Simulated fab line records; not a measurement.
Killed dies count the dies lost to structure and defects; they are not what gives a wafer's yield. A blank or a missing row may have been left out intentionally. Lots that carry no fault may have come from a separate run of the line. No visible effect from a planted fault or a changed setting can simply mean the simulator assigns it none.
Which tool is to blame? / flow gf180mcu / 6 lots with 18 wafers sampled at 2 steps, on a route of 602 steps

## WHAT EACH GAUGE READ, for each wafer
GF_V5_OVL_MEAS_15.
lot=L274; measured=day 27 14:02; on=overlay-02; V5_OVL (nm)=5 -2 -4
lot=L277; measured=day 29 00:06; on=overlay-02; V5_OVL (nm)=-5 6 -1
lot=L280; measured=day 29 10:49; on=overlay-02; V5_OVL (nm)=1 2 -4
lot=L289; measured=day 31 21:58; on=overlay-01; V5_OVL (nm)=-1 -3 -5
lot=L292; measured=day 32 18:00; on=overlay-02; V5_OVL (nm)=-4 -4 0
lot=L295; measured=day 33 15:59; on=overlay-02; V5_OVL (nm)=2 5 3

## TOOL THAT RAN EACH LOT (tool first, then ch and the chambers of the sampled wafers, then the start)
lot=L274; GF_V4_CMP_04=cmp-02 ch 1,2,3, day 23 20:26
lot=L277; GF_V4_CMP_04=cmp-02 ch 0,1,3, day 25 08:52
lot=L280; GF_V4_CMP_04=cmp-02 ch 0,2,3, day 25 22:43
lot=L289; GF_V4_CMP_04=cmp-01 ch 0,1,3, day 28 16:14
lot=L292; GF_V4_CMP_04=cmp-02 ch 2,3, day 29 15:00
lot=L295; GF_V4_CMP_04=cmp-02 ch 0,2, day 30 15:14
- GF_V4_CMP_04: polishes SiO2.

## THE ANSWER, worked out from the rows above alone
Rule: usual is defined by the lots themselves. Put in order of their means at a reading, lots are off if they are a third of the lots or fewer, leave a main group of 4 or more, and stand apart from it by a gap of 3 or more times the standard deviation of the main group's means; of several such gaps the widest counts. A main group whose means are all the same, to the digits that the tables above print for the reading, isn't used. Also off: a lot with no number at a reading for which 4 or more lots have one. The other lots that the step has rows for count as sound.
Nothing can be told from this: no lot is off at any reading shown.

## WHAT WAS PUT IN BY THE SIMULATOR
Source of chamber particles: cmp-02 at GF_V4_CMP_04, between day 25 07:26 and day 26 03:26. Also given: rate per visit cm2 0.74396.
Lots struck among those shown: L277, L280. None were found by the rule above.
